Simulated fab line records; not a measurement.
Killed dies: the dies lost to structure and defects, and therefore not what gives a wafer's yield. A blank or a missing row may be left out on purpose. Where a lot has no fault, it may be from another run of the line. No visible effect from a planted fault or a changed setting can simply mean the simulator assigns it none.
One fault seen from 2 desks    flow gf180mcu    numbers are kept per desk, each desk with only its own; the story behind them comes last

== AT THE METROLOGY DESK ==
What the gauges read for every lot (on any tool): the sampled wafers with a number, averaged. Marked OUT: a lot whose mean sits more than 4 standard deviations from the usual mean, which makes it out of limits; the brackets give that distance.
Columns: A = M3_OVL at GF_M3_OVL_MEAS_15, usual 1 nm
lot   first seen here  A
L265  day 20 21:50     0
L267  day 21 13:05     11
L268  day 22 04:29     -4
L270  day 22 15:51     5
L271  day 23 07:29     -13
L272  day 23 12:53     2
L274  day 24 20:47     6
L275  day 25 01:08     -1
L276  day 25 18:48     2
L279  day 26 13:41     2
L284  day 28 03:05     -1
L285  day 28 07:32     0
L287  day 28 13:23     5
L286  day 28 16:12     6
This desk found nothing out of limits on any of the 14 lots.

== AT THE TOOL OWNER'S DESK: implanter-02 ==
The tool's own readings at GF_VT_IMPLANT_IMPLANT_30, given as means over the sampled wafers that have a number, one for each lot that went through this tool. Marked OUT: a lot whose mean sits more than 4 standard deviations from the usual mean, which makes it out of limits; the brackets give that distance.
Columns: A = beam energy keV at GF_VT_IMPLANT_IMPLANT_30, usual 25.000
lot   first seen here  A
L265  day 6 16:01      25.008
L275  day 9 16:57      25.008
L276  day 10 07:17     25.003
L284  day 12 10:11     26.151 (+99 or more) OUT
L285  day 12 11:29     26.144 (+99 or more) OUT
L286  day 12 21:11     26.138 (+99 or more) OUT
Finding of this desk: L284, L285, L286 out of limits; the first was L284 at day 12 10:11, on beam energy keV at GF_VT_IMPLANT_IMPLANT_30. In limits: L265, L275, L276.

== ALL TOGETHER ==
The tool owner's desk could have raised an alarm at day 12 10:11, on L284, L285, L286.
Metrology desk: nothing out of limits seen.
The metrology desk holds a record of L284, L285, L286, inside its limits.
All the named lots went through GF_VT_IMPLANT_IMPLANT_30 on implanter-02.

== WHAT THE SIMULATOR HAD PUT IN ==
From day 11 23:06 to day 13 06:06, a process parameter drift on implanter-02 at GF_VT_IMPLANT_IMPLANT_30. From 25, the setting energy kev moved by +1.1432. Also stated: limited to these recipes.
Lots struck among those shown: L284, L285, L286.
Time in hours from fault onset to the first out-of-limits reading at each desk: the tool owner's desk, 11.
